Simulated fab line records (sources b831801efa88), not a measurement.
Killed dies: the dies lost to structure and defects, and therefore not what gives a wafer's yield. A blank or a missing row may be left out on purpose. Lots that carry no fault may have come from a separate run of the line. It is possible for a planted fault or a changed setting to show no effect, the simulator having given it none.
The tool behind it: which one? ; flow gf180mcu ; 14 lots, 42 wafers sampled, at 5 steps of a route of 602

WHAT THE GAUGES READ, wafer by wafer
GF_POLY_GATE_THK_MEAS_17.
lot;measured;on;POLY_GATE_OXIDATION_THK (nm)
L780;day 9 08:37;film-metro-02;3.96 3.87 3.94
L781;day 10 00:17;film-metro-02;4.02 4.04 4.05
L783;day 10 13:16;film-metro-02;4.04 4.07 4.17
L782;day 10 16:28;film-metro-02;4.19 4.11 4.15
L785;day 11 02:46;film-metro-04;3.97 3.93 4.00
L787;day 12 03:42;film-metro-02;4.02 4.15 4.03
L788;day 12 03:51;film-metro-04;3.97 4.02 4.05
L789;day 12 06:26;film-metro-01;4.05 4.06 4.03
L794;day 13 15:51;film-metro-01;3.99 3.93 3.97
L796;day 14 08:07;film-metro-02;4.19 4.08 4.12
L797;day 14 10:35;film-metro-02;4.09 4.09 4.07
L798;day 15 01:46;film-metro-02;4.02 4.07 4.08
L802;day 16 05:05;film-metro-02;4.08 4.06 4.17
L803;day 16 13:50;film-metro-01;3.95 4.03 3.98

GF_HV_LDD_OVL_MEAS_47.
lot;measured;on;HV_LDD_03_OVL (nm)
L780;day 12 12:41;overlay-01;0.3 -0.8 -2.1
L781;day 13 05:50;overlay-01;1.6 0.6 -0.2
L783;day 13 20:40;overlay-02;-0.5 -0.9 -1.6
L782;day 13 23:05;overlay-01;-3.5 -3.2 -3.6
L785;day 14 11:20;overlay-02;-0.7 1.1 0.4
L787;day 15 18:17;overlay-02;-1.6 -0.6 1.7
L788;day 15 18:29;overlay-01;-1.5 -0.5 -0.9
L789;day 15 20:05;overlay-01;-2.1 -0.1 -1.6
L794;day 17 09:54;overlay-01;-4.3 -2.1 0.1
L796;day 18 06:04;overlay-01;-1.3 0.7 0.9
L797;day 18 06:58;overlay-01;-0.8 -1.0 -2.0
L798;day 19 01:26;overlay-01;-4.0 -1.4 -2.1
L802;day 20 06:47;overlay-01;-0.5 -0.7 -0.2
L803;day 20 16:19;overlay-01;-0.8 -3.2 -1.4

GF_PSD_TW_MEAS_11.
lot;measured;on;PSD_TW
L780;day 14 10:04;film-metro-04;3199 3217 3199
L781;day 15 05:07;film-metro-02;3159 3166 3143
L783;day 15 19:46;film-metro-02;3174 3162 3174
L782;day 15 23:31;film-metro-02;3181 3166 3169
L785;day 16 11:10;film-metro-03;3144 3157 3139
L787;day 17 22:31;film-metro-04;3216 3205 3229
L788;day 17 22:40;film-metro-03;3134 3128 3120
L789;day 18 03:48;film-metro-04;3222 3201 3215
L794;day 19 14:38;film-metro-03;3134 3123 3132
L796;day 20 11:07;film-metro-02;30 30 30
L797;day 20 12:19;film-metro-04;30 30 30
L798;day 21 06:10;film-metro-04;3174 3166 3164
L802;day 22 11:20;film-metro-04;3181 3188 3208
L803;day 22 18:37;film-metro-02;3175 3167 3165

WHAT TOOL EACH LOT RAN ON (gives the tool, then ch and the chambers of the sampled wafers, and finally the start)
lot;GF_NSD_STRIP_11;GF_PSD_STRIP_10
L780;plasma-asher-03 ch 0,1, day 13 12:38;plasma-asher-03 ch 0,1, day 14 09:58
L781;plasma-asher-03 ch 1, day 14 06:40;plasma-asher-04 ch 0, day 15 05:01
L783;plasma-asher-02 ch 0,1, day 14 21:17;plasma-asher-03 ch 0,1, day 15 19:40
L782;plasma-asher-02 ch 0,1, day 15 00:56;plasma-asher-04 ch 0,1, day 15 23:25
L785;plasma-asher-03 ch 0,1, day 15 12:32;plasma-asher-03 ch 0,1, day 16 11:04
L787;plasma-asher-02 ch 1, day 16 22:22;plasma-asher-03 ch 0,1, day 17 22:25
L788;plasma-asher-03 ch 0,1, day 16 22:40;plasma-asher-04 ch 0,1, day 17 22:34
L789;plasma-asher-02 ch 0,1, day 17 03:32;plasma-asher-04 ch 0,1, day 18 03:42
L794;plasma-asher-02 ch 0,1, day 18 13:35;plasma-asher-01 ch 0,1, day 19 14:32
L796;plasma-asher-02 ch 0,1, day 19 10:10;plasma-asher-03 ch 0,1, day 20 11:01
L797;plasma-asher-03 ch 0,1, day 19 11:20;plasma-asher-01 ch 0,1, day 20 12:13
L798;plasma-asher-02 ch 0,1, day 20 06:04;plasma-asher-04 ch 0,1, day 21 06:04
L802;plasma-asher-03 ch 0,1, day 21 10:29;plasma-asher-01 ch 0,1, day 22 11:14
L803;plasma-asher-02 ch 0,1, day 21 19:34;plasma-asher-03 ch 0, day 22 18:31
- GF_NSD_STRIP_11: strips in O2/N2.
- GF_PSD_STRIP_10: strips in O2/N2.

AS READ BY THE TOOLS THEMSELVES (means over the sampled wafers that have a number; for cases with no such wafer, the mark the record gives instead)
GF_NSD_STRIP_11.
lot;tool;chamber-pressure-mTorr (mTorr);drypump-motor-current-A (A);heater-power-w (W);oes-product-au (a.u.);strip-time-to-endpoint-s (s)
L780;plasma-asher-03;1500.0;5.2;328;0.492;22.96
L781;plasma-asher-03;1500.4;4.8;302;0.487;23.00
L783;plasma-asher-02;1499.5;5.7;319;0.486;22.98
L782;plasma-asher-02;1500.0;5.8;323;0.488;22.94
L785;plasma-asher-03;1499.6;5.2;331;0.486;23.01
L787;plasma-asher-02;1499.5;5.9;329;0.492;23.03
L788;plasma-asher-03;1498.7;5.6;364;0.485;22.90
L789;plasma-asher-02;1499.5;5.8;326;0.487;22.95
L794;plasma-asher-02;1501.1;5.8;329;0.487;22.96
L796;plasma-asher-02;-;-;-;-;-
L797;plasma-asher-03;-;-;-;-;-
L798;plasma-asher-02;1500.4;5.7;328;0.489;22.96
L802;plasma-asher-03;1500.8;5.6;368;0.484;22.94
L803;plasma-asher-02;1502.1;5.7;326;0.487;22.99

GF_PSD_STRIP_10.
lot;tool;chamber-pressure-mTorr (mTorr);drypump-motor-current-A (A);heater-power-w (W);oes-product-au (a.u.);strip-time-to-endpoint-s (s)
L780;plasma-asher-03;1499.9;5.3;333;0.601;16.52
L781;plasma-asher-04;1499.1;5.1;358;0.589;16.48
L783;plasma-asher-03;1500.1;5.6;372;0.590;16.50
L782;plasma-asher-04;1499.1;5.4;383;0.592;16.54
L785;plasma-asher-03;1501.1;5.6;373;0.594;16.54
L787;plasma-asher-03;1500.4;5.6;371;0.592;16.59
L788;plasma-asher-04;1501.2;5.3;365;0.592;16.52
L789;plasma-asher-04;1500.5;5.3;367;0.590;16.56
L794;plasma-asher-01;1500.0;5.8;340;0.587;16.55
L796;plasma-asher-03;1499.2;5.6;372;0.655;31.61
L797;plasma-asher-01;1500.0;5.8;328;0.655;31.48
L798;plasma-asher-04;1500.8;5.3;358;0.593;16.49
L802;plasma-asher-01;1500.7;5.8;341;0.592;16.53
L803;plasma-asher-03;1500.0;6.0;407;0.587;16.48

THE ANSWER, worked out from the rows above alone
Rule: the usual values come from the lots themselves. The widest of any qualifying gaps counts: lots, ordered by their means at a reading, are off when they make up no more than a third of the lots, leave a main group of 4 or more, and stand apart from it by 3 or more times the standard deviation of that group's means. A main group is skipped when, at the precision printed for the reading in the tables above, its means are all equal. Also off: a lot with no number at a reading for which 4 or more lots have one. The other lots that the step has rows for count as sound. The gauges are gone through in route order, then the tools' own readings, and for those a lot's mean is taken as printed above. The first step at which some lot is off is used, and at that step the reading that is off furthest; a lot without a number counts as furthest.
Off: L796, L797, at GF_PSD_TW_MEAS_11 (PSD_TW). For the main group the mean is 3172 and the standard deviation 29.
If a tool, at a process step before that reading, ran all the lots that are off and no sound lot after the first of them, it fits. Not tried: the gauges at GF_PSD_TW_MEAS_11; whatever is off there is also off at GF_NSD_STRIP_11, on other tools, and gauge error can't account for it. No candidate that was tried fits.

WHAT HAD BEEN PUT IN BY THE SIMULATOR
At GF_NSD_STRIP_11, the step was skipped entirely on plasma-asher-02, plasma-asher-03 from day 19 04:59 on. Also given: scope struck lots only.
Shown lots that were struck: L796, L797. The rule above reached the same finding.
